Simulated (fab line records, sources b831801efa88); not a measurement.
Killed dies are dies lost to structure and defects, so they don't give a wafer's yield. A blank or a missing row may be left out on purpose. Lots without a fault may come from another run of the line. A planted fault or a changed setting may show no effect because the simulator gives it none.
Chamber matching | flow sky130 | SKY_CONTACT_CVD_00 on pecvd-02: 3 sister chambers
The step deposits Si3N4, target thk 75 nm. 6 wafers are shown with their chamber, then 7 later ones without.

WAFERS WITH THEIR CHAMBER
wafer  | chamber | heater_power_w (W)
L081.3 | 2       | 898
L081.5 | 2       | 737
L086.1 | 1       | 734
L086.6 | 1       | 730
L089.2 | 0       | 1010
L089.5 | 0       | 978

WAFERS WITHOUT THEIR CHAMBER
wafer  | heater_power_w (W)
L089.6 | 712
L092.2 | 760
L092.4 | 752
L092.5 | 962
L096.1 | 1028
L096.2 | 803
L096.6 | 726

WHICH CHAMBER EACH WENT THROUGH
wafer  | from the rows above     | in truth
L089.6 | can't be placed: 1 or 2 | 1
L092.2 | can't be placed: 1 or 2 | 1
L092.4 | can't be placed: 1 or 2 | 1
L092.5 | can't be placed: 0 or 2 | 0
L096.1 | 0                       | 0
L096.2 | can't be placed: 2 or 1 | 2
L096.6 | can't be placed: 1 or 2 | 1
Placed correctly: 1 of 7. Can't be placed from these rows: 6 (the true chamber is among the candidates in 6). Placed wrongly: 0.
How it was worked out, from the rows above alone: a wafer's distance from a chamber is the root of the sum, over the readings, of the square of ((its reading less the chamber's mean) divided by the reading's scatter). The wafer belongs to the nearest chamber; if the next one is less than 2 further off, it can't be placed. A chamber's mean is the mean of its shown wafers. The scatter: the root of (the sum of the squares of (reading less its chamber's mean) over the shown wafers, divided by (wafers less chambers)).
